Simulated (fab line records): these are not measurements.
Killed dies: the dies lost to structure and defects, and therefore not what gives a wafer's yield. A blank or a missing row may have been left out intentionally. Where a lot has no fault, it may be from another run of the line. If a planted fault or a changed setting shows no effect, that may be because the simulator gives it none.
fab line records	flow gf180mcu
[record] lots = 14	wafers = 42	last-day = 34
route steps=602 shown SALICIDE@286 CONTACT@289 M1@319
lots that met no fault: taken from a fault-free run of the same line
start-h: hours from the record's first day to the start of the lot's first wafer shown	wait-h: hours elapsed since this lot's preceding step	" same as the row above	L1.1+2: one row covering several wafers at once	- either no value or no given start	* or withheld: withheld	< > ~ a bound
route shown NAME@n: a module of which the file shows steps, and the number in the route of the first	usual: average and standard deviation across the fault-free wafers	same: alike in all rows	chamber/n: place in a boat	sites: the reading at each site	_std_site: how widely they spread, as a standard deviation	_edge_site: the outer-site mean with the inner-site mean subtracted	radius-mm: how far each site lies from the wafer's centre	mask NAME#n: copy n	behind: the last tool/chamber to shape the wafer	hold: what put the lot on hold/how long, in hours/how the hold closed	device: which transistor (n, p or np) failed to switch	end of line: the tests these same wafers got at the end of their route	step lacking rows: just its recipe	killed: dies that structure and defects cost at the first sort, which is not the same as the wafer's yield	map: dies across one wafer; x = killed, . = not, _ = none there
set.NAME: the setting the step ran with; set.NAME@STEP: the setting that earlier step ran with	model.NAME: the simulator's own value behind a step, which no gauge read
a sample of lots followed through the steps of the route, with each step as a table and each wafer as a row
services: from which hour (start-h, from the record's first day; less than 0 if before it) a tool's chamber was out of use, for how many hours, and why
[[steps]]
[step GF_SALICIDE_RTA_08]
[recipe] temp-c = 800	time-s = 30	ambient = N2
[usual] chamber-o2-ppm = 1.998/0.021	lamp-power-pct = 15.5/2.2	wafer_temp_C_max = 803.4/0.73
lot.wafer	tool	chamber	start-h	wait-h	chamber-o2-ppm	lamp-power-pct	wafer_temp_C_max
L499.1	rtp-anneal-02	0	347.16	0.0	2.005	12.7	803.2
L499.2	"	0	"	"	1.992	12.7	804.6
L499.6	"	0	"	"	1.997	12.7	803.3
L502.1	rtp-anneal-01	0	374.70	0.0	1.971	17.2	803.4
L502.4	"	0	"	"	1.991	17.2	803.7
L502.5	"	0	"	"	1.975	17.2	804.8
L503.3	rtp-anneal-01	0	384.69	0.0	1.963	17.2	803.4
L503.4	"	0	"	"	1.955	17.2	803.0
L503.6	"	0	"	"	1.961	17.2	802.2
L504.1	rtp-anneal-01	0	386.60	0.0	2.011	17.2	803.2
L504.3	"	0	"	"	1.977	17.2	802.6
L504.5	"	0	"	"	1.997	17.2	803.3
L507.2	rtp-anneal-01	0	418.42	0.0	2.048	17.2	802.4
L507.4	"	0	"	"	1.990	17.2	803.7
L507.6	"	0	"	"	1.989	17.2	803.5
L508.2	rtp-anneal-02	0	426.97	0.0	1.993	12.8	802.4
L508.5	"	0	"	"	1.965	12.7	804.3
L508.6	"	0	"	"	1.993	12.7	803.3
L512.1	rtp-anneal-01	0	459.55	0.0	2.005	17.2	803.7
L512.2	"	0	"	"	2.007	17.2	803.2
L512.5	"	0	"	"	2.029	17.2	803.9
L513.1	rtp-anneal-02	0	470.69	0.0	1.979	12.7	805.3
L513.2	"	0	"	"	1.981	12.8	803.1
L513.3	"	0	"	"	1.987	12.7	803.3
L514.2	rtp-anneal-02	0	478.28	0.0	1.990	12.8	803.3
L514.4	"	0	"	"	2.025	12.7	802.5
L514.5	"	0	"	"	2.012	12.7	803.0
L515.1	rtp-anneal-02	0	487.31	0.0	1.999	12.7	803.0
L515.3	"	0	"	"	2.004	12.7	802.9
L515.4	"	0	"	"	2.031	12.7	803.6
L517.1	rtp-anneal-02	0	501.55	0.0	1.984	12.7	803.6
L517.3	"	0	"	"	2.011	12.7	804.6
L517.4	"	0	"	"	1.981	12.7	804.5
L518.1	rtp-anneal-01	0	518.98	0.0	2.014	17.2	802.8
L518.2	"	0	"	"	1.957	17.2	803.3
L518.6	"	0	"	"	1.947	17.2	802.8
L519.2	rtp-anneal-01	0	524.62	0.0	1.973	17.2	803.6
L519.3	"	0	"	"	2.017	17.2	802.5
L519.4	"	0	"	"	1.963	17.2	803.0
L521.1	rtp-anneal-01	0	535.34	0.0	2.007	17.2	803.4
L521.3	"	0	"	"	2.017	17.2	803.9
L521.6	"	0	"	"	2.004	17.2	803.3
[step GF_CONTACT_CVD_02]
[recipe] material = SiO2	target-thk-nm = 860	precursor = TEOS	temp-c = 400	time-s = 95.992	rf-w = 600
[usual] heater-power-w = 633/83	rf-fwd-power-W = 596.7/2
lot.wafer	tool	chamber	start-h	wait-h	heater-power-w	rf-fwd-power-W
L499.1	pecvd-01	0	347.46	0.1	717	597.6
L499.2	"	2	"	"	666	596.7
L499.6	"	1	"	"	660	596.6
L502.1	pecvd-03	0	374.93	0.1	590	596.9
L502.4	"	1	"	"	732	594.1
L502.5	"	2	"	"	635	597.5
L503.3	pecvd-01	1	384.86	0.0	631	598.7
L503.4	"	2	"	"	645	595.6
L503.6	"	1	"	"	668	599.7
L504.1	pecvd-02	0	386.80	0.1	591	597.0
L504.3	"	1	"	"	695	597.3
L504.5	"	0	"	"	479	596.5
L507.2	pecvd-03	2	418.61	0.0	612	596.6
L507.4	"	1	"	"	726	594.3
L507.6	"	0	"	"	471	597.3
L508.2	pecvd-03	1	427.16	0.0	730	593.7
L508.5	"	0	"	"	525	596.2
L508.6	"	1	"	"	750	596.8
L512.1	pecvd-03	2	459.75	0.1	614	596.1
L512.2	"	1	"	"	746	593.6
L512.5	"	1	"	"	760	593.5
L513.1	pecvd-02	2	470.90	0.1	804	597.9
L513.2	"	1	"	"	710	597.2
L513.3	"	0	"	"	489	597.9
L514.2	pecvd-03	1	478.47	0.0	744	597.9
L514.4	"	1	"	"	587	597.6
L514.5	"	0	"	"	558	591.6
L515.1	pecvd-03	0	487.52	0.1	480	595.8
L515.3	"	2	"	"	635	592.4
L515.4	"	2	"	"	511	594.3
L517.1	pecvd-03	0	501.85	0.1	606	595.7
L517.3	"	1	"	"	595	597.7
L517.4	"	1	"	"	661	598.6
L518.1	pecvd-01	2	519.19	0.1	734	596.3
L518.2	"	0	"	"	693	600.5
L518.6	"	0	"	"	723	597.1
L519.2	pecvd-03	1	524.81	0.0	643	595.2
L519.3	"	2	"	"	584	598.9
L519.4	"	1	"	"	697	594.2
L521.1	pecvd-01	2	535.64	0.1	747	597.9
L521.3	"	1	"	"	578	596.5
L521.6	"	2	"	"	777	595.9
[step GF_CONTACT_RS_MEAS_25]
[recipe] thk-meas-gauge = four-point-probe	reads = W_of_CONTACT_CVD_24+TiN_of_CONTACT_SPUTTER_23+Ti_of_CONTACT_SPUTTER_22
[usual] CONTACT_W_RS = 0.379/0.009
lot.wafer	tool	chamber	start-h	wait-h	CONTACT_W_RS[ohm/sq]
L499.1	film-metro-04	-	370.19	0.1	0.378
L499.2	"	-	"	"	0.367
L499.6	"	-	"	"	0.365
L502.1	film-metro-01	-	399.29	0.1	0.364
L502.4	"	-	"	"	0.373
L502.5	"	-	"	"	0.369
L503.3	film-metro-01	-	408.73	0.1	0.388
L503.4	"	-	"	"	0.390
L503.6	"	-	"	"	0.389
L504.1	film-metro-03	-	411.05	0.1	0.376
L504.3	"	-	"	"	0.368
L504.5	"	-	"	"	0.375
L507.2	film-metro-03	-	443.73	0.1	0.388
L507.4	"	-	"	"	0.389
L507.6	"	-	"	"	0.393
L508.2	film-metro-04	-	452.90	0.1	0.388
L508.5	"	-	"	"	0.369
L508.6	"	-	"	"	0.383
L512.1	film-metro-03	-	485.06	0.1	0.379
L512.2	"	-	"	"	0.371
L512.5	"	-	"	"	0.368
L513.1	film-metro-01	-	495.59	0.2	0.391
L513.2	"	-	"	"	0.388
L513.3	"	-	"	"	0.391
L514.2	film-metro-04	-	503.39	0.1	0.371
L514.4	"	-	"	"	0.369
L514.5	"	-	"	"	0.371
L515.1	film-metro-03	-	512.39	0.1	0.372
L515.3	"	-	"	"	0.376
L515.4	"	-	"	"	0.374
L517.1	film-metro-03	-	525.77	0.2	0.391
L517.3	"	-	"	"	0.388
L517.4	"	-	"	"	0.388
L518.1	film-metro-03	-	542.74	0.1	0.377
L518.2	"	-	"	"	0.367
L518.6	"	-	"	"	0.370
L519.2	film-metro-03	-	550.09	0.2	0.384
L519.3	"	-	"	"	0.385
L519.4	"	-	"	"	0.388
L521.1	film-metro-01	-	559.89	0.1	0.367
L521.3	"	-	"	"	0.377
L521.6	"	-	"	"	0.374
[step GF_M1_SPUTTER_04]
[recipe] material = TiN	target-thk-nm = 50	power-w = 6500	time-s = 41.7	chamber-pressure-pa = 0.4
[usual] cathode-dc-power-W = 6499.9/1.1	chamber-pressure-pa = 0.3999/0.00082	throttle-valve-pct = 30.0/0.81
lot.wafer	tool	chamber	start-h	wait-h	cathode-dc-power-W	chamber-pressure-pa	throttle-valve-pct
L499.1	pvd-sputter-01	-	370.85	0.0	6501.8	0.3998	28.3
L499.2	"	-	"	"	6498.3	0.4007	31.5
L499.6	"	-	"	"	6498.2	0.4004	28.2
L502.1	pvd-sputter-01	-	399.96	0.0	6496.9	0.4002	29.8
L502.4	"	-	"	"	6499.8	0.4005	28.4
L502.5	"	-	"	"	6502.3	0.4003	29.5
L503.3	pvd-sputter-04	-	409.36	0.0	-	-	-
L503.4	"	-	"	"	-	-	-
L503.6	"	-	"	"	-	-	-
L504.1	pvd-sputter-03	-	411.71	0.0	-	-	-
L504.3	"	-	"	"	-	-	-
L504.5	"	-	"	"	-	-	-
L507.2	pvd-sputter-04	-	444.37	0.0	6499.8	0.3993	30.3
L507.4	"	-	"	"	6499.8	0.4015	31.2
L507.6	"	-	"	"	6499.9	0.4009	30.7
L508.2	pvd-sputter-03	-	453.54	0.0	6500.3	0.3987	29.3
L508.5	"	-	"	"	6500.3	0.4007	29.7
L508.6	"	-	"	"	6497.1	0.4001	29.2
L512.1	pvd-sputter-04	-	485.96	0.0	6501.3	0.3997	30.6
L512.2	"	-	"	"	6501.7	0.3982	30.5
L512.5	"	-	"	"	6502.4	0.4001	29.1
L513.1	pvd-sputter-03	-	496.25	0.0	6499.9	0.4009	30.4
L513.2	"	-	"	"	6500.1	0.4006	30.7
L513.3	"	-	"	"	6498.8	0.4005	29.3
L514.2	pvd-sputter-01	-	504.03	0.0	6500.2	0.4009	29.6
L514.4	"	-	"	"	6498.4	0.4003	28.2
L514.5	"	-	"	"	6501.3	0.4008	29.6
L515.1	pvd-sputter-03	-	513.05	0.0	6499.5	0.3996	29.8
L515.3	"	-	"	"	6500.6	0.3989	30.6
L515.4	"	-	"	"	6499.2	0.3998	29.6
L517.1	pvd-sputter-01	-	526.43	0.0	6501.1	0.4020	31.1
L517.3	"	-	"	"	6500.1	0.3989	28.2
L517.4	"	-	"	"	6501.8	0.4003	29.7
L518.1	pvd-sputter-03	-	543.40	0.0	6497.7	0.3999	30.9
L518.2	"	-	"	"	6499.8	0.3998	29.7
L518.6	"	-	"	"	6498.7	0.3995	31.0
L519.2	pvd-sputter-03	-	550.73	0.0	6501.0	0.4019	30.6
L519.3	"	-	"	"	6501.6	0.3988	30.9
L519.4	"	-	"	"	6500.4	0.3993	29.5
L521.1	pvd-sputter-04	-	560.55	0.0	6501.0	0.3988	30.1
L521.3	"	-	"	"	6499.8	0.4007	29.0
L521.6	"	-	"	"	6499.9	0.3995	30.5
[step GF_M1_THK_MEAS_06]
[recipe] thk-meas-gauge = xrf	reads = AlCu_of_M1_SPUTTER_02
[usual] M1_ALCU_THK = 460/6
lot.wafer	tool	chamber	start-h	wait-h	M1_ALCU_THK[nm]
L499.1	film-metro-04	-	371.01	0.1	460
L499.2	"	-	"	"	466
L499.6	"	-	"	"	458
L502.1	film-metro-02	-	400.12	0.1	454
L502.4	"	-	"	"	442
L502.5	"	-	"	"	452
L503.3	film-metro-01	-	409.54	0.1	514
L503.4	"	-	"	"	510
L503.6	"	-	"	"	511
L504.1	film-metro-04	-	411.87	0.1	513
L504.3	"	-	"	"	508
L504.5	"	-	"	"	514
L507.2	film-metro-04	-	444.54	0.1	459
L507.4	"	-	"	"	457
L507.6	"	-	"	"	457
L508.2	film-metro-01	-	453.71	0.1	454
L508.5	"	-	"	"	459
L508.6	"	-	"	"	469
L512.1	film-metro-02	-	486.12	0.1	453
L512.2	"	-	"	"	457
L512.5	"	-	"	"	452
L513.1	film-metro-02	-	496.41	0.1	463
L513.2	"	-	"	"	462
L513.3	"	-	"	"	470
L514.2	film-metro-04	-	504.20	0.1	454
L514.4	"	-	"	"	457
L514.5	"	-	"	"	457
L515.1	film-metro-02	-	513.21	0.1	463
L515.3	"	-	"	"	460
L515.4	"	-	"	"	451
L517.1	film-metro-02	-	526.59	0.1	473
L517.3	"	-	"	"	463
L517.4	"	-	"	"	461
L518.1	film-metro-02	-	543.56	0.1	464
L518.2	"	-	"	"	456
L518.6	"	-	"	"	462
L519.2	film-metro-02	-	550.90	0.1	465
L519.3	"	-	"	"	468
L519.4	"	-	"	"	465
L521.1	film-metro-04	-	560.71	0.1	471
L521.3	"	-	"	"	458
L521.6	"	-	"	"	469
[[services]]
tool	chamber	start-h	hours	kind
pecvd-03	1	357.62	14.1	repair
pecvd-01	-	368.88	14.0	pm
pecvd-01	0	368.88	14.0	vent-cycle
pecvd-01	1	368.88	14.0	vent-cycle
pecvd-01	2	368.88	14.0	vent-cycle
pecvd-03	-	369.89	2.8	pm
pvd-sputter-03	0	377.41	-	consumable-replace:kit
pvd-sputter-03	0	377.41	18.0	scheduled-down
pvd-sputter-03	0	377.41	18.0	vent-cycle
pecvd-01	0	382.88	-	clean
pecvd-01	1	382.88	-	clean
pecvd-01	2	382.88	-	clean
pecvd-03	0	390.89	26.0	repair
pvd-sputter-01	3	400.00	-	consumable-replace:kit
pvd-sputter-01	3	400.00	18.0	scheduled-down
pvd-sputter-01	3	400.00	18.0	vent-cycle
pecvd-02	0	408.19	6.1	repair
pecvd-01	-	426.11	1.7	repair
pecvd-02	0	495.26	13.4	repair
pvd-sputter-03	-	504.02	0.9	repair
pvd-sputter-01	-	535.85	1.7	repair
pvd-sputter-01	-	538.07	1.2	repair
rtp-anneal-02	-	548.16	4.3	pm
pvd-sputter-01	-	548.95	46.6	repair
[[key]]
[first-sign] step = GF_M1_SPUTTER_04	reading = tool-record	direction = missing
[effect] step = GF_M1_THK_MEAS_06	reading = M1_ALCU_THK	direction = up	sigmas = 8.7	usual = 460	struck = 512
met-at GF_M1_SPUTTER_04
struck-lots L503,L504
later-rows-left-out L503.3,L503.4,L503.6,L504.1,L504.3,L504.5
sort-left-out L503.3,L503.4,L503.6,L504.1,L504.3,L504.5
not-acting-at GF_SALICIDE_RTA_08,GF_CONTACT_CVD_02,GF_CONTACT_RS_MEAS_25
[fault] kind = skipped-step-whole	tool = pvd-sputter-03,pvd-sputter-04	chamber = -	onset-h = 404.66	steps = GF_M1_SPUTTER_04	scope = struck-lots-only
// sort-left-out: the simulated sort isn't trusted on such a fault, so these wafers' sort isn't shown, and their yield isn't known
// later-rows-left-out: the simulator's readings of these wafers behind a module that went badly wrong aren't trusted and aren't shown, but for the sort
